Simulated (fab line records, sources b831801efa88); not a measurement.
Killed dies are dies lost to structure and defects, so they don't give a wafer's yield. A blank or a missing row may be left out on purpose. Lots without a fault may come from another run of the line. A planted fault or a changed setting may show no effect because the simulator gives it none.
A struck lot beside a sound one | flow gf180mcu | 15 steps out of a route of 602
Sound: wafers L981.1, L981.4, L981.5. Struck: wafer L990.5. (L990.1, L990.2 of the same lot were not struck and are left out.) The cause comes at the end.
At each step with rows: each side's tool, then ch and its chambers, then its first start. Under that, the readings that differ: sound wafers | struck wafers | difference of the means | sigmas: that difference in standard deviations of wafers without a fault.
alike: readings whose means differ by less than 2 such deviations, and words and numbers that are the same on both sides. not compared: withheld readings, readings that some wafer has no value for, bounds like >300 that may hide the same value, and numbers for which the record gives no deviation and whose values overlap.
The two part at a step that has a row with sigmas, a row that says differs or no value, or rows on one side only. Numbers that don't overlap but have no deviation are shown without sigmas and don't part them. A reading that every wafer of one side lacks parts them only if that side has two wafers or more.

GF_V4_CD_MEAS_14: target cd 260 nm.
  sound on cd_sem-01, day 24 19:37; struck on cd_sem-01, day 28 19:25
  reading    | sound             | struck | difference | sigmas
  cd_nm (nm) | 261.9 261.5 261.4 | 258.9  | -2.7       | -2
GF_V4_OVL_MEAS_15:
  sound on overlay-02, day 24 19:44; struck on overlay-02, day 28 19:32
  alike: V4_OVL
then, 1 step without rows for these wafers: GF_V4_ETCH_16 (etches BARC in N2/H2).
GF_V4_ETCH_17: etches SiO2 in C4F8/O2/Ar, stops on TiN, target depth 630 nm.
  sound on rie_diel-01 ch 2,3; struck on rie_diel-03 ch 2
  alike: chamber_pressure_mTorr, oes_product_au, rf_fwd_power_W
then, 3 steps without rows for these wafers: GF_V4_STRIP_18 (strips in O2/N2); GF_V4_STRIP_19 (strips in post etch residue remover, time 1200 s); GF_V4_CLEAN_20 (cleans in DIW).
GF_V4_SPUTTER_21: material Ti, target thk 15 nm, time 80.02 s.
  sound on pvd_sputter-04, day 24 20:26; struck on pvd_sputter-02, day 28 20:14
  alike: throttle_valve_pct
GF_V4_SPUTTER_22: material TiN, target thk 10 nm, time 40 s.
  sound on pvd_sputter-04, day 24 20:30; struck on pvd_sputter-02, day 28 20:18
  alike: throttle_valve_pct
GF_V4_CVD_23: deposits W, target thk 350 nm, time 104.9 s.
  sound on cvd_w-02 ch 0,1, day 24 20:32; struck on cvd_w-01 ch 1, day 28 20:20
  reading            | sound       | struck | difference | sigmas
  heater_power_w (W) | 969 986 978 | 873    | -105       | -3
GF_V4_RS_MEAS_24: measures by four-point-probe.
  sound on film_metro-04, day 24 20:39; struck on film_metro-03, day 28 20:34
  reading          | sound             | struck | difference | sigmas
  V4_W_RS (ohm/sq) | 0.328 0.332 0.335 | 0.321  | -0.011     | -3
GF_V4_THK_MEAS_25: measures by xrf.
  sound on film_metro-04, day 24 20:46; struck on film_metro-03, day 28 20:41
  reading       | sound       | struck | difference | sigmas
  V4_W_THK (nm) | 346 342 339 | 361    | +19        | +4
GF_V4_CMP_26: polishes, stops on SiO2, t overpolish 15 s, target thk 0 nm.
  sound on cmp-02 ch 1,2, day 24 20:50; struck on cmp-02 ch 1, day 28 20:48
  reading                | sound                | struck | difference | sigmas
  overpolish_run_s (s)   | 15.004 14.988 14.995 | 0.040  | -14.956    | -99 or more
  time_to_endpoint_s (s) | 79 85 82             | 132    | +50        | +9
  alike: motor_current_A
GF_MIM_SPUTTER_00: material Ti, target thk 37.5 nm, time 150 s.
  the record has rows for the sound wafers here (pvd_sputter-01, day 24 21:08) and none for the struck ones
-- the record jumps here: 4 days lie between the struck wafers' starts before and after (it left off in module MIM and takes up again in module PASSIVATION, whose first step shown is number 602 of the route) --
GF_PASSIVATION_PROBE_99:
  the record has rows for the struck wafers here (prober-01, day 32 20:55) and none for the sound ones

WHERE THEY PART
First at GF_V4_CD_MEAS_14; last, within this record, at GF_PASSIVATION_PROBE_99.

WHY: what the simulator had put in
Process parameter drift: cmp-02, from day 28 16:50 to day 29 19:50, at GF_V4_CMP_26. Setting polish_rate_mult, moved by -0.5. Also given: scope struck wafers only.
